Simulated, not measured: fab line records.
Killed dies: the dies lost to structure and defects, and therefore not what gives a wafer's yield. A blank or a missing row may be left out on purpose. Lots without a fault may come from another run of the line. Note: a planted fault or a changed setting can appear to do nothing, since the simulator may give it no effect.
fab line records    flow gf180mcu
record: lots: 13  wafers: 38  last_day: 34
route steps=602 shown V2@391 V4@481 TOP_METAL@582
lots that met no fault: taken from a fault-free run of the same line
start_h: hours from the record's first day to the start of the lot's first wafer shown    wait_h: time in hours since the lot's previous step    " repeats the value in the row above    L1.1+2: one row covering several wafers at once    - no value, or no start given    * or withheld: withheld    < > ~ a bound
route shown NAME@n: a module of which the file shows steps, and the number in the route of the first    usual: mean/standard deviation of fault-free wafers    same: alike in all rows    chamber/n: place in a boat    sites: the reading at each site    _std_site: the standard deviation of these    _edge_site: outer sites' mean less inner sites'    radius_mm: how far each site lies from the wafer's centre    mask NAME#n: copy n    behind: the most recent tool/chamber to have shaped the wafer    hold: what put the lot on hold/how long, in hours/how the hold closed    device: the n, p or np transistor that did not switch    end of line: the tests these same wafers got at the end of their route    a step without rows: its recipe alone    killed: dies that structure and defects cost at the first sort, which is not the same as the wafer's yield    map: the dies of a wafer, with x for killed, . for not killed, _ for no die there
set.NAME: the run value of the setting; set.NAME@STEP: its run value at that earlier step    model.NAME: the simulator's own value behind a step, which no gauge read
route steps across a sampled set of lots; one table per step, one row per wafer
services: a tool's chamber out of use, with start hour (start_h, from the record's first day; less than 0 if before it), hours out, and reason
== steps ==
step: GF_V2_COAT_09
recipe: resist: KrF  spin_rpm: withheld  resist_thk_nm: 1000
usual: chill_plate_temp_C: 22.98/0.11
lot.wafer  tool            chamber  start_h  wait_h  chill_plate_temp_C
L551.2     litho_track-02  0        445      -       23.13
L551.3     "               0        "        "       22.90
L551.6     "               0        "        "       23.00
L552.1     litho_track-02  0        451      -       22.83
L552.4     "               0        "        "       22.83
L552.6     "               0        "        "       22.92
L553.1     litho_track-02  0        468      -       23.00
L553.4     "               0        "        "       22.83
L553.5     "               0        "        "       22.90
L557.3     litho_track-03  0        506      -       22.90
L557.4     "               0        "        "       22.72
L557.6     "               0        "        "       22.80
L564.4     litho_track-02  0        578      -       22.95
L564.5     "               0        "        "       22.92
L566.1     litho_track-03  0        584      -       23.03
L566.3     "               0        "        "       23.28
L566.4     "               0        "        "       23.12
L567.2     litho_track-04  0        589      -       23.18
L567.3     "               0        "        "       23.07
L567.4     "               0        "        "       23.00
L568.2     litho_track-03  0        594      -       23.04
L568.4     "               0        "        "       22.96
L568.5     "               0        "        "       23.14
L569.3     litho_track-03  0        604      -       23.02
L569.4     "               0        "        "       22.98
L569.6     "               0        "        "       23.12
L570.1     litho_track-04  0        610      -       22.90
L570.4     "               0        "        "       22.92
L570.6     "               0        611      -       23.18
L571.1     litho_track-04  0        617      -       22.93
L571.3     "               0        "        "       22.98
L571.6     "               0        "        "       22.98
L573.2     litho_track-04  0        634      -       23.00
L573.4     "               0        "        "       22.94
L573.5     "               0        "        "       23.02
L574.3     litho_track-04  0        639      -       23.19
L574.4     "               0        "        "       22.94
L574.5     "               0        "        "       22.88
step: GF_V2_STRIP_18
recipe: chemistry: O2/N2  power_w: 1400  pressure_mtorr: 1500  platen_temp_c: 250  o2_flow_sccm: 3000  n2_flow_sccm: 300  overash_fraction: 0.5
usual: drypump_motor_current_A: 5.4/0.65  heater_power_w: 339/19  oes_product_au: 0.594/0.0053
same: overash_fraction: 0.5
lot.wafer  tool             chamber  start_h  wait_h  drypump_motor_current_A  heater_power_w  oes_product_au  rf_hours_counter_h
L551.2     plasma_asher-01  0        458.05   -       5.2                      326             0.599           31
L551.3     "                1        "        "       5.4                      373             0.595           -
L551.6     "                1        "        "       5.4                      372             0.604           -
L552.1     plasma_asher-02  0        463.70   -       6.8                      325             0.590           3
L552.4     "                1        "        "       5.4                      335             0.594           -
L552.6     "                1        "        "       5.4                      337             0.585           -
L553.1     plasma_asher-03  0        480.35   -       4.7                      353             0.590           84
L553.4     "                0        "        "       4.7                      355             0.591           -
L553.5     "                0        "        "       4.7                      359             0.584           -
L557.3     plasma_asher-01  1        518.61   -       5.4                      365             0.594           -
L557.4     "                0        "        "       5.2                      317             0.599           -
L557.6     "                1        "        "       5.4                      370             0.592           -
L564.4     plasma_asher-02  0        589.23   -       6.7                      323             0.600           -
L564.5     "                0        "        "       6.7                      328             0.614           -
L566.1     plasma_asher-01  0        595.75   -       5.2                      325             0.590           47
L566.3     "                0        "        "       5.2                      317             0.585           -
L566.4     "                1        "        "       5.4                      371             0.593           -
L567.2     plasma_asher-02  0        600.10   -       6.7                      320             0.591           17
L567.3     "                0        "        "       6.7                      327             0.589           -
L567.4     "                1        "        "       5.4                      338             0.595           -
L568.2     plasma_asher-03  1        604.83   -       4.9                      323             0.587           97
L568.4     "                1        "        "       4.9                      320             0.589           -
L568.5     "                0        "        "       4.7                      351             0.588           -
L569.3     plasma_asher-02  0        614.91   -       6.7                      311             0.594           -
L569.4     "                1        "        "       5.4                      337             0.593           -
L569.6     "                0        "        "       6.7                      333             0.602           -
L570.1     plasma_asher-03  0        621.43   -       4.7                      351             0.592           99
L570.4     "                1        "        "       4.9                      321             0.591           -
L570.6     "                0        "        "       4.7                      366             0.596           -
L571.1     plasma_asher-03  1        628.13   -       4.9                      325             0.592           100
L571.3     "                1        "        "       4.9                      323             0.605           -
L571.6     "                1        "        "       4.9                      317             0.596           -
L573.2     plasma_asher-01  1        644.90   -       5.4                      369             0.587           52
L573.4     "                1        "        "       5.4                      364             0.587           -
L573.5     "                0        "        "       5.2                      328             0.602           -
L574.3     plasma_asher-02  0        649.33   -       6.7                      324             0.601           -
L574.4     "                1        "        "       5.4                      343             0.592           -
L574.5     "                0        "        "       6.7                      325             0.594           -
step: GF_V4_BOW_MEAS_05
recipe: mode: bow
usual: V4_BOW: 135/8.9
lot.wafer  tool           chamber  start_h  wait_h  V4_BOW[um]
L551.2     film_metro-03  -        535.44   0.2     146
L551.3     "              -        "        "       150
L551.6     "              -        "        "       141
L552.1     film_metro-03  -        539.85   0.1     140
L552.4     "              -        "        "       140
L552.6     "              -        "        "       140
L553.1     film_metro-04  -        555.77   0.2     130
L553.4     "              -        "        "       142
L553.5     "              -        "        "       142
L557.3     film_metro-03  -        591.76   0.2     127
L557.4     "              -        "        "       139
L557.6     "              -        "        "       140
L564.4     film_metro-04  -        656.29   0.3     133
L564.5     "              -        "        "       143
L566.1     film_metro-04  -        662.64   0.1     134
L566.3     "              -        "        "       128
L566.4     "              -        "        "       135
L567.2     film_metro-03  -        666.23   0.2     114
L567.3     "              -        "        "       128
L567.4     "              -        "        "       129
L568.2     film_metro-04  -        670.41   0.1     132
L568.4     "              -        "        "       133
L568.5     "              -        "        "       129
L569.3     film_metro-03  -        679.95   0.1     131
L569.4     "              -        "        "       121
L569.6     "              -        "        "       122
L570.1     film_metro-04  -        684.99   0.2     140
L570.4     "              -        "        "       126
L570.6     "              -        "        "       141
L571.1     film_metro-03  -        692.23   0.2     136
L571.3     "              -        "        "       133
L571.6     "              -        "        "       144
L573.2     film_metro-03  -        706.64   0.3     129
L573.4     "              -        "        "       136
L573.5     "              -        "        "       137
L574.3     film_metro-01  -        711.17   0.1     136
L574.4     "              -        "        "       132
L574.5     "              -        "        "       152
step: GF_V4_CD_MEAS_14
recipe: target_cd_nm: 260
usual: cd_nm: 259.5/1.4
lot.wafer  tool       chamber  start_h  wait_h  cd_nm
L551.2     cd_sem-02  -        557.69   0.1     258.0
L551.3     "          -        "        "       258.7
L551.6     "          -        "        "       258.5
L552.1     cd_sem-02  -        562.04   0.1     260.2
L552.4     "          -        "        "       259.3
L552.6     "          -        "        "       259.9
L553.1     cd_sem-01  -        577.34   0.1     260.4
L553.4     "          -        "        "       258.4
L553.5     "          -        "        "       259.4
L557.3     cd_sem-02  -        612.40   0.1     256.1
L557.4     "          -        "        "       258.1
L557.6     "          -        "        "       258.6
L564.4     cd_sem-02  -        675.27   0.1     260.0
L564.5     "          -        "        "       259.1
L566.1     cd_sem-01  -        681.81   0.1     258.5
L566.3     "          -        "        "       258.6
L566.4     "          -        "        "       258.9
L567.2     cd_sem-01  -        685.18   0.1     260.1
L567.3     "          -        "        "       260.1
L567.4     "          -        "        "       259.7
L568.2     cd_sem-01  -        689.21   0.1     262.0
L568.4     "          -        "        "       261.3
L568.5     "          -        "        "       262.2
L569.3     cd_sem-01  -        698.00   0.1     258.3
L569.4     "          -        "        "       258.7
L569.6     "          -        "        "       258.0
L570.1     cd_sem-01  -        703.36   0.1     259.3
L570.4     "          -        "        "       259.9
L570.6     "          -        "        "       259.0
L571.1     cd_sem-01  -        710.81   0.1     259.8
L571.3     "          -        "        "       259.5
L571.6     "          -        "        "       260.0
L573.2     cd_sem-02  -        724.86   0.1     262.7
L573.4     "          -        "        "       262.6
L573.5     "          -        "        "       261.5
L574.3     cd_sem-01  -        728.35   0.1     261.0
L574.4     "          -        "        "       260.9
L574.5     "          -        "        "       263.1
step: GF_TOP_METAL_OVL_MEAS_15
usual: TOP_METAL_OVL: -0.3/1.4
lot.wafer  tool        chamber  start_h  wait_h  TOP_METAL_OVL[nm]
L551.2     overlay-02  -        647.64   0.1     0.4
L551.3     "           -        "        "       1.1
L551.6     "           -        "        "       1.4
L552.1     overlay-02  -        651.21   0.1     -1.1
L552.4     "           -        "        "       0.5
L552.6     "           -        "        "       0.1
L553.1     overlay-02  -        663.03   0.1     -2.4
L553.4     "           -        "        "       -0.3
L553.5     "           -        "        "       0.6
L557.3     overlay-02  -        695.77   0.1     -0.3
L557.4     "           -        "        "       -0.8
L557.6     "           -        "        "       -1.2
L564.4     overlay-02  -        751.95   0.1     0.2
L564.5     "           -        "        "       -0.8
L566.1     overlay-01  -        758.42   0.1     -2.0
L566.3     "           -        "        "       -2.9
L566.4     "           -        "        "       -1.1
L567.2     overlay-01  -        761.32   0.1     -4.8
L567.3     "           -        "        "       -2.1
L567.4     "           -        "        "       -2.9
L568.2     overlay-01  -        765.50   0.1     -0.1
L568.4     "           -        "        "       0.9
L568.5     "           -        "        "       0.6
L569.3     overlay-02  -        772.55   0.1     1.4
L569.4     "           -        "        "       1.6
L569.6     "           -        "        "       2.6
L570.1     overlay-02  -        777.03   0.1     -0.8
L570.4     "           -        "        "       -3.1
L570.6     "           -        "        "       -2.0
L571.1     overlay-02  -        783.90   0.1     -1.1
L571.3     "           -        "        "       -1.0
L571.6     "           -        "        "       -2.0
L573.2     overlay-01  -        795.39   0.1     1.7
L573.4     "           -        "        "       -0.6
L573.5     "           -        "        "       2.2
L574.3     overlay-01  -        799.19   0.1     0.6
L574.4     "           -        "        "       2.2
L574.5     "           -        "        "       1.0
== services ==
tool             chamber  start_h  hours  kind
plasma_asher-02  -        421.83   9.0    pm
plasma_asher-02  0        421.83   9.0    vent_cycle
plasma_asher-02  1        421.83   9.0    vent_cycle
plasma_asher-02  0        430.83   -      clean
plasma_asher-02  1        430.83   -      clean
litho_track-04   -        439.81   -      consumable_replace:filter
plasma_asher-02  -        458.43   3.9    repair
plasma_asher-01  -        556.28   0.7    repair
plasma_asher-01  -        593.69   1.2    repair
plasma_asher-01  -        600.63   0.8    repair
== key ==
first_sign: step: GF_V2_STRIP_18  reading: oes_product_au  direction: up  sigmas: 3.8  usual: 0.594  struck: 0.614
effect none on later readings
met_at GF_V2_COAT_09
struck_lots L564
struck_wafers L564.5
not_acting_at GF_V4_BOW_MEAS_05,GF_V4_CD_MEAS_14,GF_TOP_METAL_OVL_MEAS_15
onset_between 468 578
fault: kind: process_parameter_drift  tool: litho_track-02  chamber: -  onset_h: 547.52  steps: GF_V2_COAT_09  channel: resist_thk_nm  offset: *  shape: step  end_h: 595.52  scope: struck_wafers_only  acts_in: *  stated: *
